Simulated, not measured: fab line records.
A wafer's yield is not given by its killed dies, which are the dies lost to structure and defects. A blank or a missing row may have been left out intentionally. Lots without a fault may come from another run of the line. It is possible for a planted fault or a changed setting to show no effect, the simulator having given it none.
One fault seen from 2 desks / flow sky130 / each desk has only its own numbers; what lay behind them comes last

TOOL OWNER'S DESK, implanter-01
The tool's own readings at SKY_LDD_P_IMPLANT_09, given as means over the sampled wafers that have a number, one for each lot that went through this tool. The brackets show how far a lot's mean lies from the usual mean; more than 4 standard deviations puts the lot out of limits, marked OUT.
Columns: A = beam_energy_keV at SKY_LDD_P_IMPLANT_09, usual 25.001
lot=L895; first seen here=day 21 01:55; A=25.013
lot=L905; first seen here=day 25 12:56; A=26.497 (+99 or more) OUT
lot=L906; first seen here=day 26 02:48; A=26.488 (+99 or more) OUT
This desk finds L905, L906 out of limits, L905 being first, at day 25 12:56 (beam_energy_keV at SKY_LDD_P_IMPLANT_09). In limits: L895.

THE METROLOGY DESK
Means of the sampled wafers that have a number, per lot and without regard to the tool the lot ran on: this is what the gauges read. The brackets show how far a lot's mean lies from the usual mean; more than 4 standard deviations puts the lot out of limits, marked OUT.
Columns: A = LDD_N_TW at SKY_LDD_N_TW_MEAS_17, usual 2580; B = cd_nm at SKY_LDD_P_CD_MEAS_07, usual 380.6 nm; C = LDD_P_OVL at SKY_LDD_P_OVL_MEAS_08, usual 0.0 nm
lot=L895; first seen here=day 19 18:50; A=2578; B=379.5; C=-1.4
lot=L900; first seen here=day 21 18:02; A=2546; B=381.5; C=-0.1
lot=L905; first seen here=day 24 07:53; A=2565; B=379.2; C=0.3
lot=L906; first seen here=day 24 21:38; A=2594; B=378.9; C=-0.9
lot=L911; first seen here=day 25 18:41; A=2570; B=380.0; C=-1.4
lot=L910; first seen here=day 25 20:16; A=2561; B=379.3; C=-0.5
This desk found nothing out of limits on any of the 6 lots.

PUT TOGETHER
An alarm could have come from the tool owner's desk at day 25 12:56, on L905, L906.
Nothing out of limits was seen by the metrology desk.
The metrology desk holds a record of L905, L906, inside its limits.
Of the lots named, all ran SKY_LDD_P_IMPLANT_09 on implanter-01.

WHAT THE SIMULATOR HAD INSERTED
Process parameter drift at SKY_LDD_P_IMPLANT_09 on implanter-01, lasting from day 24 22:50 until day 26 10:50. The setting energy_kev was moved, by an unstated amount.
Struck lots among those shown: L905, L906.
How many hours passed from the start of the fault until each desk's first out-of-limits reading: the tool owner's desk, 14.
